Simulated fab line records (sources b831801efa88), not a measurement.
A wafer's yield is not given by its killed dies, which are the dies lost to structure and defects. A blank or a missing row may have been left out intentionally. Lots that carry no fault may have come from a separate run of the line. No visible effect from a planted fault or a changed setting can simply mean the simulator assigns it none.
fab line records -- flow gf180mcu -- part 1 of 2: steps 1 to 25 of 36
[record] lots = 5, wafers = 15, last-day = 34
route steps=602 shown HV_LDD@216 NSD@235 PSD@248
lots with no fault: from the same line, run without faults
start-h: hours from the record's first day to the start of the lot's first wafer shown -- wait-h: hours elapsed since this lot's preceding step -- " as in the row above -- L1.1+2: several wafers, shown together as one row -- - no value, or no start given -- * or withheld: withheld -- < > ~ a bound
route shown NAME@n: names a module that has steps shown in the file, with the first one's number in the route -- usual: mean/standard deviation of fault-free wafers -- same: alike in all rows -- chamber/n: place in a boat -- sites: each site's reading -- _std_site: the standard deviation of these -- _edge_site: the outer-site mean with the inner-site mean subtracted -- radius-mm: how far each site lies from the wafer's centre -- mask NAME#n: copy n -- behind: the tool/chamber that last shaped the wafer -- hold: the reason the lot was held/the length of the hold in hours/how it ended -- device: whichever transistor did not switch (one of n, p or np) -- end of line: tests of these same wafers at the route's end -- for a step that has no rows: nothing shown but its recipe -- killed: dies that structure and defects cost at the first sort, which is not the same as the wafer's yield -- map: a wafer's dies, x killed, . not, _ none there
set.NAME: setting as actually run; set.NAME@STEP: the setting as run at that earlier step -- model.NAME: the simulator's own value behind a step, which no gauge read
lots seen at some steps along the route; tables by step, rows by wafer
services: the hour from which a tool's chamber was out of use, counted from the record's first day as start-h (under 0 if before that day), plus the number of hours and why
[[steps]]
[step GF_HV_LDD_HMDS_40]
[recipe] prime-time-s = 60, prime-temp-c = 120
[usual] prime-temp-c = 119.96/0.13
[same] prime-time-s = 60
lot.wafer,tool,chamber,start-h,wait-h,prime-temp-c
L076.2,litho-track-01,0,284.22,0.1,119.92
L076.4,litho-track-01,0,284.22,0.1,120.01
L076.6,litho-track-01,0,284.22,0.1,120.01
L079.1,litho-track-02,0,304.13,0.1,119.95
L079.3,litho-track-02,0,304.13,0.1,119.96
L079.5,litho-track-02,0,304.13,0.1,119.88
L082.3,litho-track-02,0,327.13,0.1,119.79
L082.4,litho-track-02,0,327.13,0.1,119.82
L082.6,litho-track-02,0,327.13,0.1,119.82
L087.1,litho-track-02,0,365.63,0.1,119.75
L087.3,litho-track-02,0,365.63,0.1,119.68
L087.5,litho-track-02,0,365.63,0.1,119.80
L097.1,litho-track-03,0,453.23,0.1,120.10
L097.3,litho-track-03,0,453.23,0.1,119.98
L097.4,litho-track-03,0,453.23,0.1,119.98
[step GF_HV_LDD_COAT_41]
[recipe] resist = NOVOLAK, spin-rpm = 3000, resist-thk-nm = 1000
[usual] spin-speed-rpm = 2999.8/2.2
lot.wafer,tool,chamber,start-h,wait-h,spin-speed-rpm
L076.2,litho-track-01,0,284.37,0.1,3002.0
L076.4,litho-track-01,0,284.37,0.1,3001.0
L076.6,litho-track-01,0,284.37,0.1,2996.2
L079.1,litho-track-02,0,304.28,0.1,3000.0
L079.3,litho-track-02,0,304.28,0.1,3003.4
L079.5,litho-track-02,0,304.28,0.1,3002.9
L082.3,litho-track-02,0,327.28,0.1,2998.9
L082.4,litho-track-02,0,327.28,0.1,2999.0
L082.6,litho-track-02,0,327.28,0.1,2999.0
L087.1,litho-track-02,0,365.78,0.1,2997.2
L087.3,litho-track-02,0,365.78,0.1,2999.2
L087.5,litho-track-02,0,365.78,0.1,2996.5
L097.1,litho-track-03,0,453.38,0.1,3001.0
L097.3,litho-track-03,0,453.38,0.1,3002.2
L097.4,litho-track-03,0,453.38,0.1,3003.6
[step GF_HV_LDD_SOFTBAKE_42]
[recipe] temp-c = 90, time-s = 60, resist = NOVOLAK
[usual] plate-temp-C = 90.01/0.14
lot.wafer,tool,chamber,start-h,wait-h,plate-temp-C
L076.2,litho-track-01,0,284.52,0.1,89.86
L076.4,litho-track-01,0,284.52,0.1,90.14
L076.6,litho-track-01,0,284.52,0.1,89.90
L079.1,litho-track-02,0,304.43,0.1,89.86
L079.3,litho-track-02,0,304.43,0.1,89.99
L079.5,litho-track-02,0,304.43,0.1,90.10
L082.3,litho-track-02,0,327.43,0.1,89.84
L082.4,litho-track-02,0,327.43,0.1,90.21
L082.6,litho-track-02,0,327.43,0.1,90.04
L087.1,litho-track-02,0,365.93,0.1,89.93
L087.3,litho-track-02,0,365.93,0.1,90.21
L087.5,litho-track-02,0,365.93,0.1,89.98
L097.1,litho-track-03,0,453.53,0.1,90.13
L097.3,litho-track-03,0,453.53,0.1,90.14
L097.4,litho-track-03,0,453.53,0.1,90.24
[step GF_HV_LDD_EXPOSE_43]
[recipe] mask-id = Pplus_HV_AREA, target-cd-nm = 400, na = 0.6, source-shape = conventional, sigma-outer = 0.6, dose-mj = 140
[same] sigma-outer = 0.6
lot.wafer,tool,chamber,start-h,wait-h,mask
L076.2+4+6,iline-stepper-01,0,-,-,Pplus_HV_AREA#0
L079.1+3+5,iline-stepper-01,0,-,-,Pplus_HV_AREA#0
L082.3+4+6,iline-stepper-01,0,-,-,Pplus_HV_AREA#0
L087.1+3+5,iline-stepper-01,0,-,-,Pplus_HV_AREA#0
L097.1+3+4,iline-stepper-02,0,-,-,Pplus_HV_AREA#0
[step GF_HV_LDD_PEB_44]
[recipe] temp-c = withheld, time-s = *, resist = NOVOLAK
lot.wafer,tool,chamber,start-h,wait-h
L076.2+4+6,litho-track-03,0,-,-
L079.1+3+5,litho-track-03,0,-,-
L082.3+4+6,litho-track-02,0,-,-
L087.1+3+5,litho-track-03,0,-,-
L097.1+3+4,litho-track-02,0,-,-
[step GF_HV_LDD_DEVELOP_45]
[recipe] develop-time-s = 60, dev-temp-c = 23
[usual] developer-temp-C = 22.99/0.11
lot.wafer,tool,chamber,start-h,wait-h,developer-temp-C
L076.2,litho-track-03,0,294.26,0.1,22.90
L076.4,litho-track-03,0,294.26,0.1,22.94
L076.6,litho-track-03,0,294.26,0.1,23.00
L079.1,litho-track-03,0,314.59,0.1,23.03
L079.3,litho-track-03,0,314.59,0.1,22.83
L079.5,litho-track-03,0,314.59,0.1,23.01
L082.3,litho-track-02,0,337.58,0.1,22.75
L082.4,litho-track-02,0,337.58,0.1,22.73
L082.6,litho-track-02,0,337.58,0.1,22.68
L087.1,litho-track-03,0,377.14,0.1,22.93
L087.3,litho-track-03,0,377.14,0.1,22.86
L087.5,litho-track-03,0,377.14,0.1,22.79
L097.1,litho-track-02,0,465.28,0.1,22.94
L097.3,litho-track-02,0,465.28,0.1,22.95
L097.4,litho-track-02,0,465.28,0.1,22.96
[step GF_HV_LDD_CD_MEAS_46]
[recipe] target-cd-nm = 400
[usual] cd-nm = 399.4/2
lot.wafer,tool,chamber,start-h,wait-h,cd-nm
L076.2,cd-sem-01,-,294.41,0.1,400.6
L076.4,cd-sem-01,-,294.41,0.1,399.9
L076.6,cd-sem-01,-,294.41,0.1,398.6
L079.1,cd-sem-01,-,314.74,0.1,400.9
L079.3,cd-sem-01,-,314.74,0.1,401.9
L079.5,cd-sem-01,-,314.74,0.1,400.2
L082.3,cd-sem-02,-,337.72,0.1,396.9
L082.4,cd-sem-02,-,337.72,0.1,395.2
L082.6,cd-sem-02,-,337.72,0.1,397.7
L087.1,cd-sem-02,-,377.29,0.1,396.9
L087.3,cd-sem-02,-,377.29,0.1,398.1
L087.5,cd-sem-02,-,377.29,0.1,398.7
L097.1,cd-sem-02,-,465.43,0.1,397.4
L097.3,cd-sem-02,-,465.43,0.1,397.3
L097.4,cd-sem-02,-,465.43,0.1,397.8
[step GF_HV_LDD_OVL_MEAS_47]
[usual] HV_LDD_03_OVL = 0.3/1.2
lot.wafer,tool,chamber,start-h,wait-h,HV_LDD_03_OVL[nm]
L076.2,overlay-01,-,294.51,0.1,2.4
L076.4,overlay-01,-,294.51,0.1,1.5
L076.6,overlay-01,-,294.51,0.1,3.5
L079.1,overlay-01,-,314.86,0.1,-0.4
L079.3,overlay-01,-,314.86,0.1,-0.7
L079.5,overlay-01,-,314.86,0.1,0.7
L082.3,overlay-02,-,337.81,0.1,-0.4
L082.4,overlay-02,-,337.81,0.1,1.1
L082.6,overlay-02,-,337.81,0.1,0.4
L087.1,overlay-02,-,377.41,0.1,-1.3
L087.3,overlay-02,-,377.41,0.1,-0.7
L087.5,overlay-02,-,377.41,0.1,-0.4
L097.1,overlay-01,-,465.55,0.1,0.8
L097.3,overlay-01,-,465.55,0.1,2.0
L097.4,overlay-01,-,465.55,0.1,-0.4
[step GF_HV_LDD_IMPLANT_48]
[recipe] species = B, energy-kev = 25, dose-cm2 = 3e+13, tilt-deg = 7
[same] implant-ion-amu = 11
lot.wafer,tool,chamber,start-h,wait-h
L076.2+4+6,implanter-03,0,294.57,0.0
L079.1+3+5,implanter-03,0,314.89,0.0
L082.3+4+6,implanter-04,0,337.89,0.1
L087.1+3+5,implanter-04,0,377.44,0.0
L097.1+3+4,implanter-04,0,465.58,0.0
[step GF_HV_LDD_STRIP_49]
[recipe] chemistry = O2/N2, power-w = 1400, pressure-mtorr = 1500, platen-temp-c = 250, o2-flow-sccm = 3000, n2-flow-sccm = 300, overash-fraction = 0.5
[usual] drypump-motor-current-A = 5.8/0.38, heater-power-w = 326/28, n2-flow-sccm = 299.9/0.91, oes-product-au = 0.716/0.0046, strip-time-to-endpoint-s = 12.64/0.034
lot.wafer,tool,chamber,start-h,wait-h,drypump-motor-current-A,heater-power-w,n2-flow-sccm,oes-product-au,rf-hours-counter-h,strip-time-to-endpoint-s
L076.2,plasma-asher-04,1,294.69,0.1,5.8,277,297.9,0.719,69,12.60
L076.4,plasma-asher-04,1,294.69,0.1,5.8,278,299.6,0.719,-,12.61
L076.6,plasma-asher-04,1,294.69,0.1,5.8,282,300.0,0.719,-,12.59
L079.1,plasma-asher-01,1,315.04,0.1,5.8,302,301.6,0.718,67,12.62
L079.3,plasma-asher-01,1,315.04,0.1,5.9,301,300.6,0.721,-,12.62
L079.5,plasma-asher-01,1,315.04,0.1,5.8,300,301.0,0.721,-,12.61
L082.3,plasma-asher-04,0,338.02,0.1,5.2,322,300.6,0.718,-,12.66
L082.4,plasma-asher-04,1,338.02,0.1,5.8,273,299.4,0.713,-,12.64
L082.6,plasma-asher-04,0,338.02,0.1,5.2,320,300.4,0.714,-,12.64
L087.1,plasma-asher-01,1,377.59,0.1,5.9,308,300.0,0.720,74,12.71
L087.3,plasma-asher-01,1,377.59,0.1,5.8,301,299.1,0.724,-,12.64
L087.5,plasma-asher-01,0,377.59,0.1,6.5,379,300.9,0.716,-,12.67
L097.1,plasma-asher-01,1,465.73,0.1,5.8,311,299.8,0.708,4,12.63
L097.3,plasma-asher-01,0,465.73,0.1,6.5,368,300.4,0.714,-,12.65
L097.4,plasma-asher-01,1,465.73,0.1,5.9,316,298.9,0.716,-,12.65
[step GF_HV_LDD_TW_MEAS_50]
[usual] HV_LDD_4_TW = 567/8.1
lot.wafer,tool,chamber,start-h,wait-h,HV_LDD_4_TW
L076.2,film-metro-04,-,294.80,0.1,559
L076.4,film-metro-04,-,294.80,0.1,560
L076.6,film-metro-04,-,294.80,0.1,564
L079.1,film-metro-02,-,315.14,0.1,575
L079.3,film-metro-02,-,315.14,0.1,582
L079.5,film-metro-02,-,315.14,0.1,576
L082.3,film-metro-04,-,338.11,0.1,559
L082.4,film-metro-04,-,338.11,0.1,559
L082.6,film-metro-04,-,338.11,0.1,560
L087.1,film-metro-03,-,377.69,0.1,575
L087.3,film-metro-03,-,377.69,0.1,571
L087.5,film-metro-03,-,377.69,0.1,573
L097.1,film-metro-04,-,465.83,0.1,559
L097.3,film-metro-04,-,465.83,0.1,559
L097.4,film-metro-04,-,465.83,0.1,557
[step GF_HV_LDD_CLEAN_51]
[recipe] chemistry = SC1/SC2, mix = 1:4:20, temp-c = 70, time-s = 150, dry = n2-spin
lot.wafer,tool,chamber,start-h,wait-h
L076.2+4+6,wet-bench-02,1,294.85,0.0
L079.1+3+5,wet-bench-01,0,315.20,0.1
L082.3+4+6,wet-bench-02,2,338.15,0.0
L087.1+3+5,wet-bench-02,1,377.75,0.1
L097.1+3+4,wet-bench-01,0,465.89,0.1
[step GF_HV_LDD_RTA_52]
[recipe] temp-c = 1000, time-s = 10, ambient = N2
[usual] lamp-power-pct = 32.1/2.4, wafer_temp_C_max = 1004.0/1.2
lot.wafer,tool,chamber,start-h,wait-h,lamp-power-pct,wafer_temp_C_max
L076.2,rtp-anneal-02,0,294.91,0.0,34.1,1002.5
L076.4,rtp-anneal-02,0,294.91,0.0,34.1,1003.1
L076.6,rtp-anneal-02,0,294.91,0.0,34.2,1004.0
L079.1,rtp-anneal-02,0,315.25,0.0,34.1,1003.5
L079.3,rtp-anneal-02,0,315.25,0.0,34.1,1004.8
L079.5,rtp-anneal-02,0,315.25,0.0,34.1,1002.9
L082.3,rtp-anneal-02,0,338.22,0.0,34.1,1002.9
L082.4,rtp-anneal-02,0,338.22,0.0,34.1,1003.1
L082.6,rtp-anneal-02,0,338.22,0.0,34.1,1002.7
L087.1,rtp-anneal-02,0,377.80,0.0,34.1,1002.9
L087.3,rtp-anneal-02,0,377.80,0.0,34.1,1003.8
L087.5,rtp-anneal-02,0,377.80,0.0,34.1,1002.9
L097.1,rtp-anneal-02,0,465.94,0.0,34.1,1003.2
L097.3,rtp-anneal-02,0,465.94,0.0,34.1,1002.7
L097.4,rtp-anneal-02,0,465.94,0.0,34.1,1003.6
[step GF_HV_LDD_RS_MEAS_53]
[recipe] thk-meas-gauge = four-point-probe
[usual] HV_LDD_RS = 418.6/0.85
lot.wafer,tool,chamber,start-h,wait-h,HV_LDD_RS[ohm/sq]
L076.2,film-metro-04,-,294.99,0.1,420.1
L076.4,film-metro-04,-,294.99,0.1,419.6
L076.6,film-metro-04,-,294.99,0.1,419.8
L079.1,film-metro-03,-,315.32,0.1,419.2
L079.3,film-metro-03,-,315.32,0.1,419.3
L079.5,film-metro-03,-,315.32,0.1,418.8
L082.3,film-metro-03,-,338.30,0.1,418.1
L082.4,film-metro-03,-,338.30,0.1,417.9
L082.6,film-metro-03,-,338.30,0.1,417.5
L087.1,film-metro-02,-,377.87,0.1,418.5
L087.3,film-metro-02,-,377.87,0.1,416.8
L087.5,film-metro-02,-,377.87,0.1,418.4
L097.1,film-metro-04,-,466.01,0.1,418.0
L097.3,film-metro-04,-,466.01,0.1,419.5
L097.4,film-metro-04,-,466.01,0.1,418.7
[step GF_HV_LDD_CVD_54]
[recipe] material = SiO2, target-thk-nm = 10, precursor = TEOS, temp-c = 680, time-s = 75, pressure-mtorr = 400
[usual] pressure-mtorr = 399.9/0.83, spike-tc-bottom-C = 700.3/2.7, spike-tc-lower-C = 680.8/1.1, zone-power-bottom-pct = 14.9/0.9
lot.wafer,tool,chamber,start-h,wait-h,pressure-mtorr,spike-tc-bottom-C,spike-tc-lower-C,zone-power-bottom-pct
L076.2,lpcvd-01,1,295.09,0.1,400.0,699.1,680.9,14.1
L076.4,lpcvd-01,1,295.09,0.1,398.9,701.3,682.3,14.1
L076.6,lpcvd-01,1,295.09,0.1,398.9,698.6,680.4,14.0
L079.1,lpcvd-02,0,315.44,0.1,399.9,697.4,680.6,13.6
L079.3,lpcvd-02,0,315.44,0.1,399.2,700.7,679.8,13.7
L079.5,lpcvd-02,0,315.44,0.1,399.8,698.6,678.8,13.4
L082.3,lpcvd-01,0,338.38,0.1,399.2,697.2,680.2,15.5
L082.4,lpcvd-01,0,338.38,0.1,400.0,698.9,681.8,15.4
L082.6,lpcvd-01,0,338.38,0.1,398.8,697.4,678.6,15.1
L087.1,lpcvd-02,1,378.56,0.7,399.7,704.2,680.1,15.6
L087.3,lpcvd-02,1,378.56,0.7,399.2,705.5,678.7,15.6
L087.5,lpcvd-02,1,378.56,0.7,400.2,704.9,680.1,15.7
L097.1,lpcvd-02,1,466.13,0.1,400.5,704.9,681.1,16.1
L097.3,lpcvd-02,1,466.13,0.1,400.9,703.8,680.0,15.5
L097.4,lpcvd-02,1,466.13,0.1,400.5,702.6,680.1,15.6
[step GF_HV_LDD_THK_MEAS_55]
[recipe] reads = SiO2_of_HV_LDD_CVD_54
[usual] HV_LDD_CVD_54_THK = 9.97/0.14
lot.wafer,tool,chamber,start-h,wait-h,HV_LDD_CVD_54_THK[nm]
L076.2,film-metro-03,-,296.12,0.0,10.15
L076.4,film-metro-03,-,296.12,0.0,10.20
L076.6,film-metro-03,-,296.12,0.0,10.27
L079.1,film-metro-03,-,316.46,0.0,10.05
L079.3,film-metro-03,-,316.46,0.0,10.20
L079.5,film-metro-03,-,316.46,0.0,10.06
L082.3,film-metro-03,-,339.42,0.0,9.96
L082.4,film-metro-03,-,339.42,0.0,9.93
L082.6,film-metro-03,-,339.42,0.0,9.89
L087.1,film-metro-03,-,379.58,0.0,9.88
L087.3,film-metro-03,-,379.58,0.0,9.97
L087.5,film-metro-03,-,379.58,0.0,9.84
L097.1,film-metro-02,-,467.15,0.0,9.95
L097.3,film-metro-02,-,467.15,0.0,9.84
L097.4,film-metro-02,-,467.15,0.0,9.89
[step GF_HV_LDD_CVD_56]
[recipe] material = Si3N4, precursor = DCS/NH3, target-thk-nm = 90, temp-c = 770, time-s = 1543, pressure-mtorr = 250
[usual] pressure-mtorr = 250.1/0.49, spike-tc-bottom-C = 789.3/2.7, spike-tc-lower-C = 770.8/1.1, zone-power-bottom-pct = 18.7/1.2
lot.wafer,tool,chamber,start-h,wait-h,pressure-mtorr,spike-tc-bottom-C,spike-tc-lower-C,zone-power-bottom-pct
L076.2,lpcvd-02,1,296.17,0.0,248.9,792.7,770.5,20.1
L076.4,lpcvd-02,1,296.17,0.0,249.8,794.9,770.3,20.1
L076.6,lpcvd-02,1,296.17,0.0,249.6,795.5,768.7,20.0
L079.1,lpcvd-02,0,316.52,0.1,249.5,789.6,769.9,17.5
L079.3,lpcvd-02,0,316.52,0.1,250.2,788.1,769.7,17.4
L079.5,lpcvd-02,0,316.52,0.1,250.2,788.3,768.7,17.1
L082.3,lpcvd-02,0,339.46,0.0,249.6,786.8,771.8,17.7
L082.4,lpcvd-02,0,339.46,0.0,249.8,788.8,772.5,17.3
L082.6,lpcvd-02,0,339.46,0.0,249.4,790.8,769.4,17.2
L087.1,lpcvd-01,0,379.64,0.1,250.3,786.9,769.5,19.8
L087.3,lpcvd-01,0,379.64,0.1,250.3,785.3,770.6,19.9
L087.5,lpcvd-01,0,379.64,0.1,250.7,787.5,770.4,19.9
L097.1,lpcvd-01,1,467.21,0.1,250.0,788.4,772.0,18.0
L097.3,lpcvd-01,1,467.21,0.1,250.1,788.3,772.4,17.9
L097.4,lpcvd-01,1,467.21,0.1,250.2,789.2,772.3,18.0
[step GF_HV_LDD_THK_MEAS_57]
[recipe] reads = Si3N4_of_HV_LDD_CVD_56
[usual] HV_LDD_CVD_56_THK = 89.9/0.99
lot.wafer,tool,chamber,start-h,wait-h,HV_LDD_CVD_56_THK[nm]
L076.2,film-metro-04,-,297.61,0.0,90.6
L076.4,film-metro-04,-,297.61,0.0,90.5
L076.6,film-metro-04,-,297.61,0.0,90.3
L079.1,film-metro-04,-,317.95,0.0,89.5
L079.3,film-metro-04,-,317.95,0.0,89.3
L079.5,film-metro-04,-,317.95,0.0,89.2
L082.3,film-metro-02,-,340.91,0.0,87.4
L082.4,film-metro-02,-,340.91,0.0,87.7
L082.6,film-metro-02,-,340.91,0.0,87.7
L087.1,film-metro-02,-,381.07,0.0,89.4
L087.3,film-metro-02,-,381.07,0.0,88.9
L087.5,film-metro-02,-,381.07,0.0,87.9
L097.1,film-metro-02,-,468.64,0.0,88.1
L097.3,film-metro-02,-,468.64,0.0,88.3
L097.4,film-metro-02,-,468.64,0.0,87.7
[step GF_HV_LDD_ETCHBACK_58]
[recipe] chemistry = CH3F/O2, target = Si3N4, stop-on = SiO2, source-w = 400, bias-w = 80, pressure-mtorr = 25, ch3f-flow-sccm = 40, O2_flow_sccm = 30, time-s = 100, target-depth-a = 900
[usual] O2_flow_sccm = 30.00/0.096, ch3f-flow-sccm = 40.01/0.13, drypump-motor-current-A = 5.5/0.32, oes-product-au = 0.842/0.0073, throttle-valve-pct = 10.560/0.0091
lot.wafer,tool,chamber,start-h,wait-h,O2_flow_sccm,ch3f-flow-sccm,drypump-motor-current-A,oes-product-au,rf-hours-counter-h,throttle-valve-pct
L076.2,rie-diel-04,3,297.66,0.0,30.19,39.93,5.6,0.852,2,10.550
L076.4,rie-diel-04,0,297.66,0.0,30.02,39.76,4.9,0.845,57,10.569
L076.6,rie-diel-04,3,297.66,0.0,30.02,39.94,5.6,0.847,-,10.553
L079.1,rie-diel-01,3,318.01,0.1,29.87,39.84,5.4,0.830,14,10.563
L079.3,rie-diel-01,1,318.01,0.1,29.84,40.28,5.7,0.848,5,10.568
L079.5,rie-diel-01,3,318.01,0.1,30.01,39.83,5.4,0.838,-,10.568
L082.3,rie-diel-03,1,340.95,0.0,30.09,40.02,5.3,0.827,67,10.555
L082.4,rie-diel-03,2,340.95,0.0,30.04,39.87,5.8,0.829,76,10.573
L082.6,rie-diel-03,0,340.95,0.0,30.05,39.93,5.2,0.827,-,10.563
L087.1,rie-diel-03,2,381.13,0.1,30.00,39.83,5.8,0.839,78,10.564
L087.3,rie-diel-03,3,381.13,0.1,30.14,39.99,5.2,0.838,11,10.570
L087.5,rie-diel-03,3,381.13,0.1,29.97,39.87,5.2,0.831,-,10.574
L097.1,rie-diel-04,0,468.70,0.1,29.86,40.17,4.9,0.835,62,10.547
L097.3,rie-diel-04,2,468.70,0.1,29.94,40.07,5.6,0.835,9,10.548
L097.4,rie-diel-04,3,468.70,0.1,30.01,40.13,5.6,0.828,7,10.564
[step GF_NSD_DEHYDRATE_00]
[recipe] temp-c = 200, time-s = 60
[usual] plate-temp-C = 199.99/0.14
lot.wafer,tool,chamber,start-h,wait-h,plate-temp-C
L076.2,litho-track-02,0,307.55,9.9,200.06
L076.4,litho-track-02,0,307.55,9.9,200.01
L076.6,litho-track-02,0,307.55,9.9,200.03
L079.1,litho-track-04,0,327.96,9.9,199.96
L079.3,litho-track-04,0,327.96,9.9,200.15
L079.5,litho-track-04,0,327.96,9.9,200.17
L082.3,litho-track-01,0,351.60,10.6,200.11
L082.4,litho-track-01,0,351.60,10.6,199.88
L082.6,litho-track-01,0,351.60,10.6,199.98
L087.1,litho-track-04,0,391.95,10.8,200.00
L087.3,litho-track-04,0,391.95,10.8,200.11
L087.5,litho-track-04,0,391.95,10.8,200.14
L097.1,litho-track-01,0,480.60,11.9,199.92
L097.3,litho-track-01,0,480.60,11.9,200.04
L097.4,litho-track-01,0,480.60,11.9,199.96
[step GF_NSD_HMDS_01]
[recipe] prime-time-s = 60, prime-temp-c = 120
[usual] prime-temp-c = 120.00/0.14
[same] prime-time-s = 60
lot.wafer,tool,chamber,start-h,wait-h,prime-temp-c
L076.2,litho-track-02,0,307.70,0.1,119.88
L076.4,litho-track-02,0,307.70,0.1,119.91
L076.6,litho-track-02,0,307.70,0.1,120.00
L079.1,litho-track-04,0,328.11,0.1,120.15
L079.3,litho-track-04,0,328.11,0.1,120.09
L079.5,litho-track-04,0,328.11,0.1,120.33
L082.3,litho-track-01,0,351.75,0.1,120.15
L082.4,litho-track-01,0,351.75,0.1,119.98
L082.6,litho-track-01,0,351.75,0.1,119.96
L087.1,litho-track-04,0,392.10,0.1,120.00
L087.3,litho-track-04,0,392.10,0.1,120.12
L087.5,litho-track-04,0,392.10,0.1,120.00
L097.1,litho-track-01,0,480.75,0.1,120.01
L097.3,litho-track-01,0,480.75,0.1,120.04
L097.4,litho-track-01,0,480.75,0.1,119.97
[step GF_NSD_COAT_02]
[recipe] resist = NOVOLAK, spin-rpm = 3000, resist-thk-nm = 1000
[usual] spin-speed-rpm = 3000.1/2.4
lot.wafer,tool,chamber,start-h,wait-h,spin-speed-rpm
L076.2,litho-track-02,0,307.85,0.1,3002.1
L076.4,litho-track-02,0,307.85,0.1,2996.7
L076.6,litho-track-02,0,307.85,0.1,3002.5
L079.1,litho-track-04,0,328.26,0.1,2999.5
L079.3,litho-track-04,0,328.26,0.1,3003.1
L079.5,litho-track-04,0,328.26,0.1,2998.8
L082.3,litho-track-01,0,351.90,0.1,2999.9
L082.4,litho-track-01,0,351.90,0.1,2993.4
L082.6,litho-track-01,0,351.90,0.1,2999.4
L087.1,litho-track-04,0,392.25,0.1,3002.3
L087.3,litho-track-04,0,392.25,0.1,3001.8
L087.5,litho-track-04,0,392.25,0.1,3001.3
L097.1,litho-track-01,0,480.90,0.1,2997.2
L097.3,litho-track-01,0,480.90,0.1,2998.8
L097.4,litho-track-01,0,480.90,0.1,2996.4
[step GF_NSD_SOFTBAKE_03]
[recipe] temp-c = 90, time-s = 60, resist = NOVOLAK
[usual] plate-temp-C = 90.00/0.13
lot.wafer,tool,chamber,start-h,wait-h,plate-temp-C
L076.2,litho-track-02,0,308.00,0.1,89.94
L076.4,litho-track-02,0,308.00,0.1,89.95
L076.6,litho-track-02,0,308.00,0.1,90.03
L079.1,litho-track-04,0,328.41,0.1,89.97
L079.3,litho-track-04,0,328.41,0.1,89.89
L079.5,litho-track-04,0,328.41,0.1,90.11
L082.3,litho-track-01,0,352.05,0.1,90.04
L082.4,litho-track-01,0,352.05,0.1,90.13
L082.6,litho-track-01,0,352.05,0.1,90.16
L087.1,litho-track-04,0,392.40,0.1,89.90
L087.3,litho-track-04,0,392.40,0.1,89.89
L087.5,litho-track-04,0,392.40,0.1,89.85
L097.1,litho-track-01,0,481.05,0.1,89.92
L097.3,litho-track-01,0,481.05,0.1,90.00
L097.4,litho-track-01,0,481.05,0.1,89.96
[step GF_NSD_EXPOSE_04]
[recipe] mask-id = Nplus, target-cd-nm = 400, na = 0.6, source-shape = conventional, sigma-outer = 0.6, dose-mj = 140
[same] sigma-outer = 0.6
lot.wafer,tool,chamber,start-h,wait-h,mask
L076.2+4+6,iline-stepper-02,0,-,-,Nplus#0
L079.1+3+5,iline-stepper-01,0,-,-,Nplus#0
L082.3+4+6,iline-stepper-02,0,-,-,Nplus#0
L087.1+3+5,iline-stepper-01,0,-,-,Nplus#0
L097.1+3+4,iline-stepper-01,0,-,-,Nplus#0
[step GF_NSD_PEB_05]
[recipe] temp-c = withheld, time-s = *, resist = NOVOLAK
lot.wafer,tool,chamber,start-h,wait-h
L076.2+4+6,litho-track-04,0,-,-
L079.1+3+5,litho-track-01,0,-,-
L082.3+4+6,litho-track-01,0,-,-
L087.1+3+5,litho-track-01,0,-,-
L097.1+3+4,litho-track-01,0,-,-
